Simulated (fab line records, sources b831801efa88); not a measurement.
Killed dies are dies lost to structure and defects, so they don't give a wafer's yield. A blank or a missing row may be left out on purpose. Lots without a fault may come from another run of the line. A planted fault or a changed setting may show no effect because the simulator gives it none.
fab line records | flow sky130
record lots=6 wafers=17 last_day=50
route steps=708 shown VIA2@510 PAD_OPEN@708
lots that met no fault: from a run of the same line without faults
start_h: hours from the record's first day to the start of the lot's first wafer shown | wait_h: hours since the lot's step before | " the same as in the row above | L1.1+2: a row that stands for several wafers | - no value, or no start given | * or withheld: withheld | < > ~ a bound
route shown NAME@n: a module of which the file shows steps, and the number in the route of the first | usual: mean/standard deviation of fault-free wafers | same: alike in all rows | chamber/n: place in a boat | sites: the reading at each site | _std_site: their standard deviation | _edge_site: outer sites' mean less inner sites' | radius_mm: how far each site lies from the wafer's centre | mask NAME#n: copy n | behind: the tool/chamber that last shaped the wafer | hold: why the lot was held/for how many hours/how that ended | device: the transistor (n, p or np) that didn't switch | end of line: the same wafers' tests at the end of the route | a step without rows: its recipe alone | killed: dies lost to structure and defects at the first sort, not the wafer's yield | map: a wafer's dies, x killed, . not, _ none there
set.NAME: the setting as run; set.NAME@STEP: as run at that earlier step | model.NAME: the simulator's own value behind a step, which no gauge read
lots at some steps of the route; a table a step, a row a wafer
services: from which hour (start_h, from the record's first day; less than 0 if before it) a tool's chamber was out of use, for how many hours, and why
## steps
# step SKY_VIA2_BOW_MEAS_03
# recipe mode=bow
# usual VIA2_BOW=86/7.7
# columns lot.wafer tool chamber start_h wait_h VIA2_BOW[um]
L422.1 film_metro-01 - 823.71 0.2 87
L422.2 " - " " 101
L422.6 " - " " 96
L431.2 film_metro-02 - 897.21 0.2 84
L431.3 " - " " 82
L431.4 " - " " 107
L433.1 film_metro-01 - 915.76 0.2 96
L433.4 " - " " 91
L433.5 " - " " 97
L437.5 film_metro-02 - 941.19 0.1 79
L437.6 " - " " 85
L443.1 film_metro-01 - 984.98 0.2 94
L443.3 " - " " 91
L443.5 " - " " 95
L444.2 film_metro-01 - 994.58 0.2 102
L444.3 " - " " 74
L444.6 " - " " 90
# step SKY_VIA2_DEHYDRATE_04
# recipe temp_c=200 time_s=60
# step SKY_VIA2_HMDS_05
# recipe prime_time_s=60 prime_temp_c=120
# step SKY_VIA2_COAT_06
# recipe resist=BARC temp_c=withheld time_s=withheld spin_rpm=3000 resist_thk_nm=60
# step SKY_VIA2_COAT_07
# recipe resist=KrF-thick spin_rpm=3000 resist_thk_nm=450
# step SKY_VIA2_SOFTBAKE_08
# recipe temp_c=100 time_s=90 resist=KrF-thick
# step SKY_VIA2_EXPOSE_09
# recipe mask_id=VIM2 na=0.8 source_shape=annular sigma_inner=0.55 sigma_outer=0.85 target_cd_nm=200 dose_mj=38
# step SKY_VIA2_PEB_10
# recipe peb_temp_c=withheld peb_time_s=withheld resist=KrF-thick
# step SKY_VIA2_DEVELOP_11
# recipe develop_time_s=60 resist=KrF-thick dev_temp_c=21
# step SKY_VIA2_CD_MEAS_12
# recipe target_cd_nm=200
# usual cd_nm=200.1/1.6
# columns lot.wafer tool chamber start_h wait_h cd_nm
L422.1 cd_sem-01 - 850.33 - 199.8
L422.2 " - " " 202.1
L422.6 " - " " 200.5
L431.2 cd_sem-01 - 921.61 - 199.2
L431.3 " - " " 200.8
L431.4 " - " " 198.9
L433.1 cd_sem-01 - 940.74 - 200.2
L433.4 " - " " 200.7
L433.5 " - " " 200.7
L437.5 cd_sem-01 - 965.16 - 199.2
L437.6 " - " " 200.1
L443.1 cd_sem-02 - 1008.13 - 200.4
L443.3 " - " " 200.0
L443.5 " - " " 199.8
L444.2 cd_sem-01 - 1017.26 - 195.7
L444.3 " - " " 196.2
L444.6 " - " " 196.9
# step SKY_VIA2_OVL_MEAS_13
# usual VIA2_OVL=3/5.6
# columns lot.wafer tool chamber start_h wait_h VIA2_OVL[nm]
L422.1 overlay-02 - 850.45 0.1 9
L422.2 " - " " 10
L422.6 " - " " 13
L431.2 overlay-02 - 921.72 0.1 4
L431.3 " - " " 5
L431.4 " - " " 2
L433.1 overlay-01 - 940.86 0.1 3
L433.4 " - " " 7
L433.5 " - " " 4
L437.5 overlay-02 - 965.23 0.0 2
L437.6 " - " " -2
L443.1 overlay-02 - 1008.25 0.1 3
L443.3 " - " " 2
L443.5 " - " " -5
L444.2 overlay-01 - 1017.36 0.1 7
L444.3 " - " " 2
L444.6 " - " " 9
# step SKY_VIA2_ETCH_14
# recipe chemistry=N2/H2 target=BARC ion_energy_ev=200 source_w=500 bias_w=100 pressure_mtorr=30 n2_flow_sccm=100 h2_flow_sccm=200 stop_on=SiO2 time_s=45.9 target_depth_a=600
# usual drypump_motor_current_A=5.6/0.59 oes_product_au=0.854/0.0048 throttle_valve_pct=13.224/0.0097
# columns lot.wafer tool chamber start_h wait_h drypump_motor_current_A oes_product_au rf_hours_counter_h throttle_valve_pct
L422.1 rie_diel-01 3 850.49 0.0 5.8 0.848 9 13.220
L422.2 " 0 " " 4.9 0.856 22 13.226
L422.6 " 3 " " 5.8 0.856 - 13.236
L431.2 rie_diel-03 0 921.75 0.0 6.1 0.853 12 13.216
L431.3 " 1 " " 5.8 0.858 14 13.216
L431.4 " 1 " " 5.8 0.854 - 13.221
L433.1 rie_diel-01 2 940.90 0.0 4.8 0.850 25 13.215
L433.4 " 3 " " 5.7 0.852 13 13.194
L433.5 " 0 " " 4.9 0.863 - 13.217
L437.5 rie_diel-01 3 965.26 0.0 5.7 0.852 - 13.211
L437.6 " 2 " " 4.8 0.855 - 13.222
L443.1 rie_diel-04 2 1008.29 0.0 5.6 0.855 16 13.221
L443.3 " 3 " " 5.8 0.856 12 13.231
L443.5 " 3 " " 5.8 0.847 - 13.224
L444.2 rie_diel-04 2 1017.39 0.0 5.6 0.855 16 13.234
L444.3 " 1 " " 6.2 0.847 8 13.232
L444.6 " 3 " " 5.8 0.852 - 13.222
# step SKY_VIA2_ETCH_15
# recipe target=SiO2 chemistry=C4F8/O2/Ar target_depth_nm=546 stop_on=TiN mask_material=KrF-thick source_w=1500 bias_w=1200 pressure_mtorr=40 c4f8_flow_sccm=withheld O2_flow_sccm=6 Ar_flow_sccm=300 time_s=84
# usual oes_product_au=0.941/0.0048
# columns lot.wafer tool chamber start_h wait_h oes_product_au model.KrF-thick_of_VIA2_COAT_07.thk_nm model.TiN_of_METAL2_SPUTTER_04.thk_nm model.VIA2.feature_depth_nm
L422.1 rie_diel-01 3 850.53 0.0 0.933 282.9 69.39 496.5
L422.2 " 0 " " 0.946 280.5 68.63 495.9
L422.6 " 3 " " 0.945 285.4 68.95 496.7
L431.2 rie_diel-03 0 921.79 0.0 0.938 280.3 68.89 494.5
L431.3 " 1 " " 0.941 281.1 69.45 494.2
L431.4 " 1 " " 0.947 282.1 69.4 495.9
L433.1 rie_diel-01 2 940.94 0.0 0.942 282.8 69.32 496.5
L433.4 " 3 " " 0.946 285.4 69.34 494.2
L433.5 " 0 " " 0.944 235.8 60.96 504
L437.5 rie_diel-01 3 965.31 0.0 0.933 236.7 60.25 502.9
L437.6 " 2 " " 0.940 286.3 69.1 495.1
L443.1 rie_diel-04 2 1008.33 0.0 0.943 281.8 69.02 496.5
L443.3 " 3 " " 0.943 283.3 69.53 496.4
L443.5 " 3 " " 0.934 284 69.73 496.1
L444.2 rie_diel-04 2 1017.43 0.0 0.936 284.3 69.23 495.2
L444.3 " 1 " " 0.946 287.4 68.95 495.6
L444.6 " 3 " " 0.947 286.3 69.28 495.1
# step SKY_VIA2_STRIP_16
# recipe chemistry=O2/N2 power_w=1400 pressure_mtorr=1500 platen_temp_c=withheld o2_flow_sccm=3000 n2_flow_sccm=300 overash_fraction=0.5
# usual drypump_motor_current_A=5.6/0.5 o2_flow_sccm=3001/8.9 oes_product_au=0.399/0.0043 strip_time_to_endpoint_s=4.053/0.022
# columns lot.wafer tool chamber start_h wait_h drypump_motor_current_A o2_flow_sccm oes_product_au rf_hours_counter_h strip_time_to_endpoint_s
L422.1 plasma_asher-04 0 850.60 0.0 5.2 2976 0.399 100 4.028
L422.2 " 1 " " 5.1 2997 0.404 100 4.032
L422.6 " 1 " " 5.1 3003 0.396 - 4.078
L431.2 plasma_asher-03 1 921.85 0.0 5.9 2995 0.401 18 4.010
L431.3 " 0 " " 6.5 3013 0.402 - 4.014
L431.4 " 1 " " 5.9 3001 0.398 - 4.032
L433.1 plasma_asher-03 1 941.00 0.0 5.9 2993 0.398 20 4.040
L433.4 " 0 " " 6.6 2997 0.402 - 4.083
L433.5 " 1 " " 5.9 3005 0.379 - 3.565
L437.5 plasma_asher-04 0 965.41 0.1 5.2 2986 0.369 - 3.557
L437.6 " 1 " " 5.1 3002 0.396 - 4.080
L443.1 plasma_asher-01 0 1008.40 0.0 5.2 3008 0.406 85 4.033
L443.3 " 1 " " 5.4 2995 0.393 - 4.039
L443.5 " 1 " " 5.4 2999 0.397 - 4.066
L444.2 plasma_asher-03 1 1017.50 0.0 5.9 3003 0.397 27 4.053
L444.3 " 1 " " 5.9 2983 0.400 - 4.075
L444.6 " 1 " " 5.9 3003 0.404 - 4.069
# step SKY_VIA2_STRIP_17
# recipe chemistry=post_etch_residue_remover time_s=1200 temp_c=72.5
# step SKY_PAD_OPEN_PROBE_99
# usual defect_limited_yield=82.4/1.9 killed_at_M0_to_M3=44/7 killed_at_M4_up=3.2/1.8 killed_at_contacts=24/5.1 killed_at_front_end=15/4.3 killed_at_other=0.3/0.5 killed_dies=86/9.6 killed_open=48/7.1 killed_short=38/6.7 sort_bin_3_pad_short=0.9/0.44 sort_bin_5_function=10.3/1.5 sort_bin_6_memory=6.4/1.1 sort_n_pass=406/9.6 sort_yield_pct=82.4/1.9
# same gross_dies=492 killed_at_back_side=0 sort_bin_4_leakage[%]=0 sort_bin_8_speed[%]=0
# columns lot.wafer tool chamber start_h wait_h defect_limited_yield[%] killed_at_M0_to_M3 killed_at_M4_up killed_at_contacts killed_at_front_end killed_at_other killed_dies killed_open killed_short sort_bin_3_pad_short[%] sort_bin_5_function[%] sort_bin_6_memory[%] sort_n_pass sort_yield_pct[%]
L422.1 prober-02 - 1077.92 0.1 81.7 43 3 25 19 0 90 40 50 0.8 10.8 6.7 402 81.7
L422.2 prober-02 - 1077.97 0.1 84.8 34 2 29 9 1 75 45 30 0.2 9.1 5.9 417 84.8
L422.6 prober-02 - 1078.17 0.2 81.3 47 3 25 17 0 92 49 43 0.8 9.1 8.7 400 81.3
L431.2 prober-01 - 1134.10 0.1 82.9 48 2 16 18 0 84 44 39 0.2 11.0 5.9 408 82.9
L431.3 prober-01 - 1134.15 0.2 82.5 43 4 24 13 2 86 46 40 0.4 9.8 7.3 406 82.5
L431.4 prober-01 - 1134.20 0.2 80.1 54 7 26 11 0 98 47 51 1.4 11.4 7.1 394 80.1
L437.5 prober-01 - 1166.76 0.2 86.0 39 5 10 14 1 69 37 32 0.8 7.9 5.3 423 86.0
L437.6 prober-01 - 1166.81 0.2 81.3 40 5 33 14 0 92 49 42 1.4 9.6 7.7 400 81.3
L443.1 prober-01 - 1199.27 0.1 81.3 47 2 26 17 0 92 48 44 1.2 13.2 4.3 400 81.3
L443.3 prober-01 - 1199.37 0.2 82.1 39 4 29 15 1 88 35 52 1.0 10.4 6.5 404 82.1
L443.5 prober-01 - 1199.47 0.2 80.7 55 5 26 9 0 95 44 50 1.0 11.6 6.7 397 80.7
L444.2 prober-02 - 1203.20 0.1 82.9 44 4 26 10 0 84 57 27 0.4 10.0 6.7 408 82.9
L444.3 prober-02 - 1203.25 0.2 82.9 33 6 30 14 1 84 45 39 1.6 8.1 7.3 408 82.9
L444.6 prober-02 - 1203.40 0.2 79.1 49 6 27 21 0 103 60 43 1.2 12.6 7.1 389 79.1
# killed by level:class
L422.1 CONTACT:geometric_particle:open=9 VIA1:geometric_particle:open=9 CONTACT:geometric_particle:short=8 VIA3:geometric_particle:open=7 METAL3:geometric_particle:short=6 FIELD_ISO:geometric_particle:short=4 POLY_GATE:geometric_particle:open=4 POLY_GATE:geometric_particle:short=4
L422.2 CONTACT:geometric_particle:open=11 VIA1:geometric_particle:open=7 VIA2:geometric_particle:open=7 LI_CONTACT:geometric_particle:open=6 FIELD_ISO:geometric_particle:open=5 CONTACT:geometric_particle:short=5 LI_CONTACT:geometric_particle:short=4 METAL1:geometric_particle:short=4
L422.6 VIA1:geometric_particle:open=10 LI_CONTACT:geometric_particle:open=9 METAL1:geometric_particle:short=8 VIA3:geometric_particle:open=7 CONTACT:geometric_particle:short=6 CONTACT:geometric_particle:open=6 VIA2:geometric_particle:open=6 METAL3:geometric_particle:short=5
L431.2 VIA1:geometric_particle:open=8 VIA3:geometric_particle:open=8 METAL1:geometric_particle:short=7 FIELD_ISO:geometric_particle:open=6 LI_CONTACT:geometric_particle:open=6 VIA2:geometric_particle:open=6 VIA1:geometric_particle:short=5 POLY_GATE:geometric_particle:open=4
L431.3 VIA1:geometric_particle:open=11 CONTACT:geometric_particle:open=8 VIA2:geometric_particle:open=8 VIA1:geometric_particle:short=8 FIELD_ISO:geometric_particle:short=6 LI_CONTACT:geometric_particle:open=6 LOCAL_INTERCONNECT:geometric_particle:short=5 VIA3:geometric_particle:open=5
L431.4 CONTACT:geometric_particle:open=16 METAL1:geometric_particle:short=10 VIA1:geometric_particle:open=9 METAL2:geometric_particle:short=6 VIA2:geometric_particle:short=6 VIA3:geometric_particle:open=6 METAL4:geometric_particle:short=6 POLY_GATE:geometric_particle:short=5
L437.5 VIA1:geometric_particle:open=9 VIA3:geometric_particle:open=9 METAL1:geometric_particle:short=7 CONTACT:geometric_particle:open=6 FIELD_ISO:geometric_particle:short=5 VIA2:geometric_particle:open=5 METAL4:geometric_particle:short=4 METAL2:geometric_particle:short=4
L437.6 CONTACT:geometric_particle:open=11 VIA1:geometric_particle:open=10 LI_CONTACT:geometric_particle:open=8 METAL3:geometric_particle:short=6 CONTACT:geometric_particle:short=6 METAL2:geometric_particle:short=5 VIA3:geometric_particle:open=5 POLY_GATE:geometric_particle:open=4
L443.1 CONTACT:geometric_particle:open=10 VIA1:geometric_particle:open=10 VIA3:geometric_particle:open=8 POLY_GATE:geometric_particle:short=7 VIA2:geometric_particle:open=6 CONTACT:geometric_particle:short=6 FIELD_ISO:geometric_particle:short=4 FIELD_ISO:geometric_particle:open=4
L443.3 METAL1:geometric_particle:short=12 CONTACT:geometric_particle:open=11 VIA1:geometric_particle:open=8 LI_CONTACT:geometric_particle:open=7 METAL2:geometric_particle:short=5 FIELD_ISO:geometric_particle:short=4 POLY_GATE:geometric_particle:short=4 SPACER:geometric_particle:short=4
L443.5 CONTACT:geometric_particle:open=8 VIA3:geometric_particle:open=8 CONTACT:geometric_particle:short=7 VIA1:geometric_particle:open=7 METAL2:geometric_particle:short=7 VIA2:geometric_particle:open=7 LI_CONTACT:geometric_particle:open=6 METAL3:geometric_particle:short=6
L444.2 LI_CONTACT:geometric_particle:open=11 VIA2:geometric_particle:open=11 CONTACT:geometric_particle:open=8 VIA1:geometric_particle:open=7 METAL2:geometric_particle:open=5 VIA3:geometric_particle:open=5 METAL2:geometric_particle:short=4 VIA2:geometric_particle:short=4
L444.3 POLY_GATE:geometric_particle:open=8 LI_CONTACT:geometric_particle:open=8 LOCAL_INTERCONNECT:geometric_particle:short=8 VIA2:geometric_particle:open=7 VIA1:geometric_particle:open=7 CONTACT:geometric_particle:open=6 METAL4:geometric_particle:short=6 METAL1:geometric_particle:short=4
L444.6 CONTACT:geometric_particle:open=15 VIA1:geometric_particle:open=10 VIA3:geometric_particle:open=9 METAL1:geometric_particle:short=7 VIA2:geometric_particle:open=7 POLY_GATE:geometric_particle:open=6 LI_CONTACT:geometric_particle:open=6 POLY_GATE:geometric_particle:short=4
## services
# columns tool chamber start_h hours kind
rie_diel-03 3 828.33 6.8 repair
rie_diel-04 - 832.40 0.5 repair
rie_diel-04 3 836.78 2.6 repair
rie_diel-04 1 843.52 1.7 repair
rie_diel-03 1 849.83 11.1 repair
plasma_asher-03 - 859.04 0.6 repair
rie_diel-04 1 885.74 4.1 repair
plasma_asher-01 - 893.25 1.5 repair
rie_diel-04 - 894.99 0.3 repair
plasma_asher-01 - 899.03 1.9 repair
rie_diel-03 - 899.05 14.6 pm
rie_diel-04 1 900.11 17.0 repair
plasma_asher-01 - 906.18 2.8 pm
rie_diel-01 2 906.71 1.4 repair
rie_diel-03 3 917.58 10.7 repair
rie_diel-03 1 923.96 3.2 repair
rie_diel-03 - 925.28 1.8 repair
rie_diel-01 1 965.56 - clean
rie_diel-01 1 965.56 20.7 scheduled_down
plasma_asher-03 - 967.52 2.8 pm
plasma_asher-03 - 980.44 4.6 repair
rie_diel-01 0 991.62 27.4 repair
rie_diel-04 0 998.50 10.6 repair
rie_diel-01 3 1011.68 2.8 repair
## key
first_sign step=SKY_VIA2_STRIP_16 reading=strip_time_to_endpoint_s direction=down sigmas=22 usual=* struck=*
effect step=SKY_VIA2_STRIP_16 reading=oes_product_au direction=down sigmas=5.8 usual=0.399 struck=0.374
model_effect step=SKY_VIA2_ETCH_15 value=KrF-thick_of_VIA2_COAT_07.thk_nm without=284.8 struck=236.2
met_at SKY_VIA2_ETCH_15
struck_wafers L433.5,L437.5
onset_between 850.53 940.94
fault kind=process_parameter_drift tool=rie_diel-01 chamber=- onset_h=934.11 steps=SKY_VIA2_ETCH_15 channel=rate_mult offset=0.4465 shape=step end_h=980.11 scope=struck_wafers_only
